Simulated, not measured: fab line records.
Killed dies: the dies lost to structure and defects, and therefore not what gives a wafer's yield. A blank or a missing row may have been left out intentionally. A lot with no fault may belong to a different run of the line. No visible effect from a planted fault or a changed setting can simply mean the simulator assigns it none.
fab line records	flow sky130
record lots=6	wafers=18	last-day=50
route steps=708 shown VIA1@472 METAL2@483 PAD_OPEN@708
lots that met no fault: taken from a fault-free run of the same line
start-h: start of the lot's first displayed wafer, in hours after the record's first day	wait-h: time in hours since the lot's previous step	" unchanged from the row above	L1.1+2: a single row standing in for several wafers	- value missing, or start not given	* or withheld: withheld	< > ~ a bound
route shown NAME@n: NAME is a module with steps in the file, n the number in the route of the first one	usual: average and standard deviation across the fault-free wafers	same: alike in all rows	chamber/n: place in a boat	sites: the reading at each site	_std_site: their standard deviation	_edge_site: inner sites' mean taken away from outer sites' mean	radius-mm: for every site, how far away it sits from the centre of the wafer	mask NAME#n: copy n	behind: the tool/chamber that last shaped the wafer	hold: the reason the lot was held/the length of the hold in hours/how it ended	device: the n, p or np transistor that did not switch	end of line: the same wafers' tests at the end of the route	for a step that has no rows: nothing shown but its recipe	killed: dies that structure and defects cost at the first sort, which is not the same as the wafer's yield	map: a wafer's dies, x killed, . not, _ none there
set.NAME: the setting the step ran with; set.NAME@STEP: the setting that earlier step ran with	model.NAME: the simulator's own value behind a step, which no gauge read
a table for each step, a row for each wafer; lots at some steps of the route
services: from which hour (start-h, from the record's first day; less than 0 if before it) a tool's chamber was out of use, for how many hours, and why
## steps
# step SKY_VIA1_ETCH_14
# recipe chemistry=N2/H2	target=BARC	ion-energy-ev=200	source-w=500	bias-w=100	pressure-mtorr=30	n2-flow-sccm=100	h2-flow-sccm=200	stop-on=SiO2	time-s=45.9	target-depth-a=600
# step SKY_VIA1_ETCH_15
# recipe target=SiO2	chemistry=C4F8/O2/Ar	target-depth-nm=351	stop-on=TiN	mask-material=KrF-thick	source-w=1500	bias-w=1200	pressure-mtorr=40	c4f8-flow-sccm=withheld	O2_flow_sccm=6	Ar_flow_sccm=300	time-s=54
# usual chamber-pressure-mTorr=40.00/0.037	oes-product-au=0.982/0.0054
# same time-s=54
lot.wafer	tool	chamber	start-h	wait-h	chamber-pressure-mTorr	oes-product-au	rf-hours-counter-h
L412.1	rie-diel-03	3	823.95	0.0	40.01	0.987	7
L412.3	"	2	"	"	40.03	0.983	9
L412.6	"	3	"	"	39.98	0.982	-
L413.1	rie-diel-03	0	828.45	0.0	39.95	0.984	22
L413.4	"	3	"	"	40.00	0.980	7
L413.6	"	0	"	"	39.93	0.976	-
L416.1	rie-diel-04	3	848.99	0.0	40.03	0.983	13
L416.3	"	1	"	"	39.97	0.976	9
L416.5	"	1	"	"	40.06	0.979	-
L417.1	rie-diel-04	2	857.44	0.0	39.98	0.973	23
L417.4	"	0	"	"	40.04	0.975	7
L417.5	"	0	"	"	39.95	0.979	-
L429.3	rie-diel-03	1	930.49	0.0	40.03	0.991	20
L429.5	"	3	"	"	40.03	0.991	-
L429.6	"	0	"	"	40.00	0.979	-
L431.3	rie-diel-03	3	949.18	0.0	40.04	0.981	10
L431.5	"	0	"	"	39.95	0.983	-
L431.6	"	1	"	"	39.99	0.990	-
# step SKY_VIA1_STRIP_16
# recipe chemistry=O2/N2	power-w=1400	pressure-mtorr=1500	platen-temp-c=withheld	o2-flow-sccm=3000	n2-flow-sccm=300	overash-fraction=0.5
# step SKY_VIA1_STRIP_17
# recipe chemistry=post-etch-residue-remover	time-s=1200	temp-c=72.5
# step SKY_VIA1_CLEAN_18
# recipe chemistry=IPA	time-s=180	temp-c=25
# step SKY_VIA1_CLEAN_19
# recipe chemistry=O3/DIW	dry=n2-spin
# step SKY_VIA1_SPUTTER_20
# recipe material=TiN	target-thk-nm=20	chamber-pressure-pa=4.909	power-w=4000	time-s=80
# step SKY_VIA1_CVD_21
# recipe material=W	target-thk-nm=270	time-s=80.902	temp-c=400	pressure-torr=40
# usual heater-power-w=835/43
# same time-s=80.902
lot.wafer	tool	chamber	start-h	wait-h	heater-power-w
L412.1	cvd-w-01	1	824.65	0.0	786
L412.3	"	1	"	"	800
L412.6	"	1	"	"	802
L413.1	cvd-w-01	1	829.15	0.0	791
L413.4	"	1	"	"	794
L413.6	"	1	"	"	795
L416.1	cvd-w-01	0	849.73	0.0	864
L416.3	"	1	"	"	799
L416.5	"	1	"	"	820
L417.1	cvd-w-02	0	858.14	0.0	879
L417.4	"	1	"	"	825
L417.5	"	0	"	"	871
L429.3	cvd-w-02	1	931.29	0.1	787
L429.5	"	1	"	"	794
L429.6	"	0	"	"	839
L431.3	cvd-w-01	0	949.97	0.1	879
L431.5	"	1	"	"	778
L431.6	"	0	"	"	899
# step SKY_VIA1_RS_MEAS_22
# recipe thk-meas-gauge=four-point-probe	reads=W_of_VIA1_CVD_21+TiN_of_VIA1_SPUTTER_20
# usual VIA1_W_RS=0.425/0.0079
lot.wafer	tool	chamber	start-h	wait-h	VIA1_W_RS[ohm/sq]
L412.1	film-metro-03	-	824.74	0.1	0.418
L412.3	"	-	"	"	0.421
L412.6	"	-	"	"	0.421
L413.1	film-metro-03	-	829.24	0.1	0.431
L413.4	"	-	"	"	0.425
L413.6	"	-	"	"	0.427
L416.1	film-metro-01	-	849.82	0.1	0.428
L416.3	"	-	"	"	0.419
L416.5	"	-	"	"	0.423
L417.1	film-metro-03	-	858.23	0.1	0.432
L417.4	"	-	"	"	0.416
L417.5	"	-	"	"	0.435
L429.3	film-metro-04	-	931.39	0.1	0.407
L429.5	"	-	"	"	0.405
L429.6	"	-	"	"	0.429
L431.3	film-metro-01	-	950.07	0.1	0.425
L431.5	"	-	"	"	0.420
L431.6	"	-	"	"	0.421
# step SKY_VIA1_THK_MEAS_23
# recipe thk-meas-gauge=xrf	reads=W_of_VIA1_CVD_21
# usual VIA1_W_THK=275/5.3
lot.wafer	tool	chamber	start-h	wait-h	VIA1_W_THK[nm]
L412.1	film-metro-03	-	824.86	0.1	281
L412.3	"	-	"	"	279
L412.6	"	-	"	"	277
L413.1	film-metro-03	-	829.36	0.1	273
L413.4	"	-	"	"	276
L413.6	"	-	"	"	276
L416.1	film-metro-01	-	849.94	0.1	271
L416.3	"	-	"	"	277
L416.5	"	-	"	"	273
L417.1	film-metro-03	-	858.35	0.1	272
L417.4	"	-	"	"	282
L417.5	"	-	"	"	269
L429.3	film-metro-04	-	931.49	0.1	288
L429.5	"	-	"	"	289
L429.6	"	-	"	"	273
L431.3	film-metro-01	-	950.17	0.1	275
L431.5	"	-	"	"	278
L431.6	"	-	"	"	278
# step SKY_VIA1_CMP_24
# recipe stop-on=SiO2	t-overpolish-s=15	down-force-psi=3.5	platen-rpm=60	target-thk-nm=0	pad-velocity-m-s=0.94248
# usual motor-current-A=11.1/0.8	overpolish-run-s=15.001/0.0085	time-to-endpoint-s=67/3.4
lot.wafer	tool	chamber	start-h	wait-h	motor-current-A	overpolish-run-s	time-to-endpoint-s
L412.3	cmp-01	1	824.92	0.0	11.1	15.009	68
L412.1	"	2	"	"	10.8	15.004	69
L412.6	"	2	"	"	11.1	15.002	66
L413.1	cmp-01	2	829.52	0.2	11.3	15.016	67
L413.4	"	0	"	"	11.4	15.001	65
L413.6	"	3	"	"	11.4	15.000	71
L416.3	cmp-01	0	850.27	0.3	12.0	15.010	65
L416.1	"	1	"	"	11.4	14.994	68
L416.5	"	0	"	"	11.3	14.985	67
L417.4	cmp-02	1	858.43	0.0	12.8	15.008	73
L417.1	"	0	"	"	10.0	15.016	64
L417.5	"	2	"	"	10.3	15.008	72
L429.3	cmp-01	2	931.58	0.1	11.2	14.992	66
L429.5	"	1	"	"	10.9	15.003	65
L429.6	"	2	"	"	10.7	14.994	63
L431.3	cmp-02	1	950.36	0.2	12.2	15.008	71
L431.6	"	2	"	"	10.6	14.987	71
L431.5	"	3	"	"	9.6	14.996	67
# step SKY_METAL2_SPUTTER_00
# recipe material=Ti	target-thk-nm=15	power-w=3000	time-s=10	chamber-pressure-pa=0.4
# usual throttle-valve-pct=30.3/0.83
# same time-s=10
lot.wafer	tool	chamber	start-h	wait-h	throttle-valve-pct
L412.1	pvd-sputter-04	-	825.22	0.2	29.7
L412.3	"	-	"	"	30.2
L412.6	"	-	"	"	29.5
L413.1	pvd-sputter-03	-	829.82	0.2	30.0
L413.4	"	-	"	"	30.6
L413.6	"	-	"	"	29.9
L416.1	pvd-sputter-04	-	850.52	0.1	30.4
L416.3	"	-	"	"	29.6
L416.5	"	-	"	"	29.2
L417.1	pvd-sputter-01	-	858.73	0.1	28.8
L417.4	"	-	"	"	29.0
L417.5	"	-	"	"	30.8
L429.3	pvd-sputter-03	-	931.83	0.2	30.3
L429.5	"	-	"	"	30.6
L429.6	"	-	"	"	30.1
L431.3	pvd-sputter-03	-	950.51	0.1	30.0
L431.5	"	-	"	"	30.3
L431.6	"	-	"	"	32.2
# step SKY_METAL2_SPUTTER_01
# recipe material=TiN	target-thk-nm=20	power-w=6500	time-s=16.7	chamber-pressure-pa=0.4
# usual throttle-valve-pct=30.3/0.84
lot.wafer	tool	chamber	start-h	wait-h	throttle-valve-pct	model.TiN_of_METAL2_SPUTTER_01.thk-nm
L412.1	pvd-sputter-04	-	825.24	0.0	30.0	20.02
L412.3	"	-	"	"	30.0	19.98
L412.6	"	-	"	"	29.2	19.74
L413.1	pvd-sputter-03	-	829.84	0.0	30.2	19.9
L413.4	"	-	"	"	30.6	19.54
L413.6	"	-	"	"	29.8	19.91
L416.1	pvd-sputter-04	-	850.55	0.0	29.8	19.58
L416.3	"	-	"	"	29.6	19.61
L416.5	"	-	"	"	29.5	19.6
L417.1	pvd-sputter-01	-	858.75	0.0	28.7	20.2
L417.4	"	-	"	"	28.7	19.94
L417.5	"	-	"	"	30.7	20.24
L429.3	pvd-sputter-03	-	931.85	0.0	30.2	28.35
L429.5	"	-	"	"	30.7	19.64
L429.6	"	-	"	"	29.8	19.84
L431.3	pvd-sputter-03	-	950.53	0.0	29.8	28.38
L431.5	"	-	"	"	30.1	28.45
L431.6	"	-	"	"	32.5	19.74
# step SKY_METAL2_SPUTTER_02
# recipe material=AlCu	target-thk-nm=250	power-w=10600	time-s=13.3	chamber-pressure-pa=0.4
# usual throttle-valve-pct=30.3/0.83
# same time-s=13.3
lot.wafer	tool	chamber	start-h	wait-h	throttle-valve-pct
L412.1	pvd-sputter-04	-	825.27	0.0	30.2
L412.3	"	-	"	"	30.0
L412.6	"	-	"	"	29.5
L413.1	pvd-sputter-03	-	829.87	0.0	30.1
L413.4	"	-	"	"	30.9
L413.6	"	-	"	"	30.0
L416.1	pvd-sputter-04	-	850.57	0.0	30.0
L416.3	"	-	"	"	29.8
L416.5	"	-	"	"	29.5
L417.1	pvd-sputter-01	-	858.78	0.0	28.9
L417.4	"	-	"	"	28.9
L417.5	"	-	"	"	30.5
L429.3	pvd-sputter-03	-	931.88	0.0	30.0
L429.5	"	-	"	"	30.5
L429.6	"	-	"	"	30.1
L431.3	pvd-sputter-03	-	950.56	0.0	30.0
L431.5	"	-	"	"	29.9
L431.6	"	-	"	"	32.4
# step SKY_PAD_OPEN_PROBE_99
# usual defect-limited-yield=82.1/1.9	killed_at_M0_to_M3=44/6.6	killed_at_M4_up=3.0/1.9	killed-at-contacts=24/5.1	killed-at-front-end=16/4.6	killed-at-other=0.3/0.59	killed-dies=88/9.5	killed-on-rim=17/3.7	killed-open=48/6.7	killed-short=40/6.1	sort_bin_3_pad_short=0.9/0.43	sort_bin_5_function=10.7/1.6	sort_bin_6_memory=6.3/1.1	sort-n-pass=404/9.5	sort-yield-pct=82.1/1.9
# same gross-dies=492	killed-at-back-side=0	sort_bin_4_leakage[%]=0	sort_bin_8_speed[%]=0
lot.wafer	tool	chamber	start-h	wait-h	defect-limited-yield[%]	killed_at_M0_to_M3	killed_at_M4_up	killed-at-contacts	killed-at-front-end	killed-at-other	killed-dies	killed-on-rim	killed-open	killed-short	sort_bin_3_pad_short[%]	sort_bin_5_function[%]	sort_bin_6_memory[%]	sort-n-pass	sort-yield-pct[%]
L412.1	prober-01	-	1099.56	0.1	82.7	42	2	23	18	0	85	16	51	34	0.4	9.3	7.5	407	82.7
L412.3	prober-01	-	1099.66	0.2	81.9	41	8	25	14	1	89	19	48	40	1.4	10.8	5.9	403	81.9
L412.6	prober-01	-	1099.81	0.2	82.3	51	2	26	8	0	87	20	47	40	0.4	11.0	6.3	405	82.3
L413.1	prober-01	-	1108.41	0.1	80.9	51	3	26	13	1	94	19	44	48	1.0	10.8	7.3	398	80.9
L413.4	prober-01	-	1108.56	0.2	81.9	41	3	21	23	1	89	20	43	45	1.0	10.2	6.9	403	81.9
L413.6	prober-01	-	1108.66	0.2	81.9	51	1	27	9	1	89	20	51	38	1.0	9.8	7.3	403	81.9
L416.1	prober-02	-	1119.50	0.1	81.3	48	1	24	19	0	92	18	51	41	2.2	9.3	7.1	400	81.3
L416.3	prober-02	-	1119.60	0.2	82.7	41	4	24	16	0	85	12	56	29	0.4	10.8	6.1	407	82.7
L416.5	prober-02	-	1119.70	0.2	79.7	52	4	20	24	0	100	11	61	39	0.4	16.1	3.9	392	79.7
L417.1	prober-01	-	1132.18	0.1	83.5	46	3	18	12	2	81	11	51	30	0.4	10.4	5.7	411	83.5
L417.4	prober-01	-	1132.33	0.2	82.1	47	3	21	16	1	88	15	44	44	0.8	11.6	5.5	404	82.1
L417.5	prober-01	-	1132.38	0.2	80.9	52	1	26	15	0	94	21	60	34	0.8	10.8	7.5	398	80.9
L429.3	prober-02	-	1180.77	0.2	79.3	51	3	32	16	0	102	24	61	40	1.4	13.0	6.3	390	79.3
L429.5	prober-02	-	1180.87	0.2	80.7	48	5	20	21	1	95	20	47	47	0.6	12.6	6.1	397	80.7
L429.6	prober-02	-	1180.92	0.2	80.7	39	3	26	27	0	95	23	54	41	1.4	10.0	7.9	397	80.7
L431.3	prober-02	-	1194.28	0.2	83.3	35	2	24	21	0	82	16	41	41	0.6	10.6	5.5	410	83.3
L431.5	prober-02	-	1194.38	0.2	81.7	40	5	25	20	0	90	13	47	43	1.2	10.8	6.3	402	81.7
L431.6	prober-02	-	1194.43	0.2	83.1	41	2	24	16	0	83	12	46	37	0.8	9.1	6.9	409	83.1
# killed by level:class
L412.1 VIA1:geometric-particle:open=14 CONTACT:geometric-particle:open=8 CONTACT:geometric-particle:short=7 METAL2:geometric-particle:short=7 POLY_GATE:geometric-particle:open=6 VIA3:geometric-particle:open=5 VIA2:geometric-particle:open=5 FIELD_ISO:geometric-particle:open=4
L412.3 VIA1:geometric-particle:open=12 CONTACT:geometric-particle:open=8 VIA2:geometric-particle:short=5 LI_CONTACT:geometric-particle:open=5 LOCAL_INTERCONNECT:geometric-particle:short=5 VIA2:geometric-particle:open=5 LI_CONTACT:geometric-particle:short=4 METAL4:geometric-particle:short=4
L412.6 CONTACT:geometric-particle:open=9 VIA1:geometric-particle:open=8 VIA3:geometric-particle:open=8 VIA2:geometric-particle:open=7 LI_CONTACT:geometric-particle:open=6 CONTACT:geometric-particle:short=6 METAL2:geometric-particle:short=5 VIA2:geometric-particle:short=5
L413.1 VIA1:geometric-particle:open=13 METAL1:geometric-particle:short=9 VIA3:geometric-particle:open=9 LI_CONTACT:geometric-particle:open=8 METAL2:geometric-particle:short=7 CONTACT:geometric-particle:open=6 LI_CONTACT:geometric-particle:short=5 CONTACT:geometric-particle:short=5
L413.4 POLY_GATE:geometric-particle:short=9 VIA1:geometric-particle:open=7 METAL2:geometric-particle:short=6 POLY_GATE:geometric-particle:open=6 VIA3:geometric-particle:open=6 CONTACT:geometric-particle:short=6 CONTACT:geometric-particle:open=6 METAL1:geometric-particle:short=6
L413.6 VIA2:geometric-particle:open=10 CONTACT:geometric-particle:open=9 LI_CONTACT:geometric-particle:open=8 VIA1:geometric-particle:open=7 CONTACT:geometric-particle:short=6 METAL2:geometric-particle:short=6 METAL1:geometric-particle:short=6 VIA1:geometric-particle:short=5
L416.1 VIA2:geometric-particle:open=11 VIA1:geometric-particle:open=8 CONTACT:geometric-particle:short=8 VIA3:geometric-particle:open=8 CONTACT:geometric-particle:open=7 METAL2:geometric-particle:short=7 FIELD_ISO:geometric-particle:short=5 VIA3:geometric-particle:short=5
L416.3 VIA1:geometric-particle:open=14 CONTACT:geometric-particle:open=11 VIA2:geometric-particle:open=8 CONTACT:geometric-particle:short=7 VIA3:geometric-particle:open=6 FIELD_ISO:geometric-particle:open=5 LI_CONTACT:geometric-particle:open=4 FIELD_ISO:geometric-particle:short=3
L416.5 VIA1:geometric-particle:open=11 VIA3:geometric-particle:open=11 CONTACT:geometric-particle:open=8 FIELD_ISO:geometric-particle:open=6 LI_CONTACT:geometric-particle:open=5 METAL2:geometric-particle:short=5 VIA1:geometric-particle:short=5 VIA2:geometric-particle:open=5
L417.1 VIA1:geometric-particle:open=13 VIA3:geometric-particle:open=10 CONTACT:geometric-particle:open=7 LI_CONTACT:geometric-particle:open=7 VIA2:geometric-particle:open=5 METAL3:geometric-particle:short=5 FIELD_ISO:geometric-particle:short=4 VIA1:geometric-particle:short=4
L417.4 VIA1:geometric-particle:open=12 LI_CONTACT:geometric-particle:open=7 VIA1:geometric-particle:short=7 POLY_GATE:geometric-particle:open=5 LOCAL_INTERCONNECT:geometric-particle:short=5 CONTACT:geometric-particle:open=5 METAL1:geometric-particle:short=5 VIA2:geometric-particle:open=5
L417.5 VIA1:geometric-particle:open=13 VIA3:geometric-particle:open=11 LI_CONTACT:geometric-particle:open=10 VIA2:geometric-particle:open=9 CONTACT:geometric-particle:open=8 METAL2:geometric-particle:short=8 FIELD_ISO:geometric-particle:open=6 FIELD_ISO:geometric-particle:short=6
L429.3 VIA1:geometric-particle:open=12 CONTACT:geometric-particle:open=11 VIA3:geometric-particle:open=9 LI_CONTACT:geometric-particle:open=9 VIA2:geometric-particle:open=9 METAL1:geometric-particle:short=8 POLY_GATE:geometric-particle:short=5 VIA3:geometric-particle:short=5
L429.5 CONTACT:geometric-particle:open=9 VIA2:geometric-particle:short=7 METAL1:geometric-particle:short=7 VIA1:geometric-particle:open=7 POLY_GATE:geometric-particle:short=6 VIA3:geometric-particle:open=6 FIELD_ISO:geometric-particle:short=4 POLY_GATE:geometric-particle:open=4
L429.6 CONTACT:geometric-particle:open=12 VIA1:geometric-particle:open=9 POLY_GATE:geometric-particle:open=8 FIELD_ISO:geometric-particle:short=6 POLY_GATE:geometric-particle:short=6 LI_CONTACT:geometric-particle:open=6 VIA2:geometric-particle:open=5 VIA3:geometric-particle:open=5
L431.3 VIA1:geometric-particle:open=10 CONTACT:geometric-particle:open=6 LOCAL_INTERCONNECT:geometric-particle:short=6 FIELD_ISO:geometric-particle:open=5 VIA2:geometric-particle:open=5 LI_CONTACT:geometric-particle:open=4 LI_CONTACT:geometric-particle:short=4 METAL1:geometric-particle:short=4
L431.5 VIA1:geometric-particle:open=15 CONTACT:geometric-particle:open=8 POLY_GATE:geometric-particle:short=7 CONTACT:geometric-particle:short=7 METAL2:geometric-particle:short=6 FIELD_ISO:geometric-particle:open=5 LI_CONTACT:geometric-particle:open=5 METAL4:geometric-particle:short=4
L431.6 CONTACT:geometric-particle:open=12 VIA1:geometric-particle:open=12 VIA3:geometric-particle:open=6 POLY_GATE:geometric-particle:open=5 LOCAL_INTERCONNECT:geometric-particle:short=5 VIA1:geometric-particle:short=5 FIELD_ISO:geometric-particle:short=4 FIELD_ISO:geometric-particle:open=4
## services
tool	chamber	start-h	hours	kind
pvd-sputter-03	-	801.02	22.6	repair
rie-diel-03	-	817.82	0.2	repair
cmp-02	-	819.17	32.7	repair
cvd-w-02	-	846.81	1.0	repair
rie-diel-03	0	850.67	3.9	repair
cmp-01	-	851.24	1.2	repair
pvd-sputter-01	2	853.03	-	consumable-replace:kit
pvd-sputter-01	2	853.03	18.0	scheduled-down
pvd-sputter-01	2	853.03	18.0	vent-cycle
rie-diel-04	-	857.98	0.7	repair
rie-diel-04	0	859.34	7.8	repair
cvd-w-02	-	866.91	0.7	repair
cvd-w-02	-	871.97	3.8	pm
pvd-sputter-01	-	893.72	3.4	repair
cvd-w-01	0	902.74	6.5	repair
cvd-w-02	-	904.00	14.0	pm
cvd-w-02	0	904.00	14.0	vent-cycle
cmp-01	-	912.36	4.0	pm
cmp-01	-	916.36	-	consumable-replace:conditioner
cmp-01	-	916.36	-	consumable-replace:pad
rie-diel-03	0	926.82	2.1	repair
cmp-02	-	946.30	0.3	repair
cmp-02	-	947.02	0.9	repair
cvd-w-02	0	947.39	2.8	repair
## key
first-sign none at tools or gauges
model-effect step=SKY_METAL2_SPUTTER_01	value=TiN_of_METAL2_SPUTTER_01.thk-nm	without=19.57	struck=28.39
met-at SKY_METAL2_SPUTTER_01
struck-wafers L429.3,L431.3,L431.5
onset-between 829.84 931.85
fault kind=process-parameter-drift	tool=pvd-sputter-03	chamber=-	onset-h=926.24	steps=SKY_METAL2_SPUTTER_01	channel=target-thk-nm	offset=8.825	shape=step	end-h=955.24	acts-in=these-recipes-only	stated=20	scope=struck-wafers-only
